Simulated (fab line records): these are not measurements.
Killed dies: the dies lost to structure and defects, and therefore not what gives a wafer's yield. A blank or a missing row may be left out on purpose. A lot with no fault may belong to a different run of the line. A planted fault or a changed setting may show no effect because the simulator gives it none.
Problem report, 8D (eight disciplines) form, completed by code || flow sky130 || the parts of the form that need people (team, actions taken, sign-off) are left out

== 1. WHAT WENT WRONG ==
Wafers without a fault read 0.4000 Pa, standard deviation 0.00075; chamber_pressure_pa at SKY_METAL3_SPUTTER_01 reads a mean of 0.3738 Pa on 6 wafers belonging to 2 lots. Measured from the usual mean, that is -35 standard deviations.
The step: material TiN, target thk 20 nm, time 16.7 s.
Seen first at day 40 09:10 on pvd_sputter-02, wafer L291.1. Wafers with a number at this step in the record: 39, from 13 lots. Rule for "out" (also "out of limits"): further than 4 standard deviations from the usual mean. Any other wafer with a number is counted as sound.

== 2. WHAT IT IS; WHAT IT IS NOT ==
{"question": "which readings at this step", "is": "chamber_pressure_pa", "is not": "throttle_valve_pct"}
{"question": "which lots", "is": "L291, L294", "is not": "L277, L278, L279, L281, L282, L283, L284, L293, L298, L299, L300"}
{"question": "which wafers of those lots", "is": "all that have a number", "is not": "-"}
{"question": "read on which tools", "is": "pvd_sputter-02", "is not": "pvd_sputter-03, pvd_sputter-04"}
{"question": "when", "is": "from day 40 09:10", "is not": "up to then (21 sound wafers); but 12 sound wafers of L293, L298, L299, L300 came after"}

== 3. THE SUSPECTS, EACH WITH WHAT RULES IT OUT ==
Counting: a tool at a process step up to the reading stays a suspect if it ran every lot that is out and no sound lot after the first of them.
- cvd_w-02 at SKY_VIA2_CVD_21 (deposits W, target thk 420 nm, time 126.4 s): ruled out as a lasting fault. Sound lots L293, L298 ran on it after its first lot that is out, L291 (day 40 08:32).
- pvd_sputter-02 at SKY_METAL3_SPUTTER_01 (material TiN, target thk 20 nm, time 16.7 s): kept. It ran every lot that is out, first L291 (day 40 09:10), and no sound lot after that; its last sound lot up to then is L282 (day 38 03:14). Its own chamber_pressure_pa readings are out on those wafers.
The count leaves pvd_sputter-02 at SKY_METAL3_SPUTTER_01.

== 4. THE CAUSE (what the simulator had put in) ==
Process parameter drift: pvd_sputter-02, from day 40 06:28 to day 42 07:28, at SKY_METAL3_SPUTTER_01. A move of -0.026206 in setting chamber_pressure_pa, from 0.4. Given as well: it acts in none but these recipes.
The count eliminated every tool but this one.

== 5. THE EFFECT CHAIN, in route order ==
One row per reading whose mean, taken over the struck wafers that have a number, lies over 3 standard deviations from the usual. Readings are gone through only where the record gives a usual standard deviation; hours: the median, over the lots, of the time from a lot's start at the first step in this table giving one to that lot's start at this step; sigmas: the change measured in usual standard deviations.
{"hours": 0, "step": "SKY_METAL3_SPUTTER_01", "reading": "chamber_pressure_pa", "usual": "0.4000 Pa", "on struck wafers": 0.3738, "change": -0.0262, "sigmas": -35}
Its process steps:
- SKY_METAL3_SPUTTER_01: material TiN, target thk 20 nm, time 16.7 s.

== 6. HOW IT WOULD HAVE BEEN CAUGHT EARLIER ==
In this record the first reading out of limits was taken at day 40 09:10, 3 hours after the fault began at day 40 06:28.
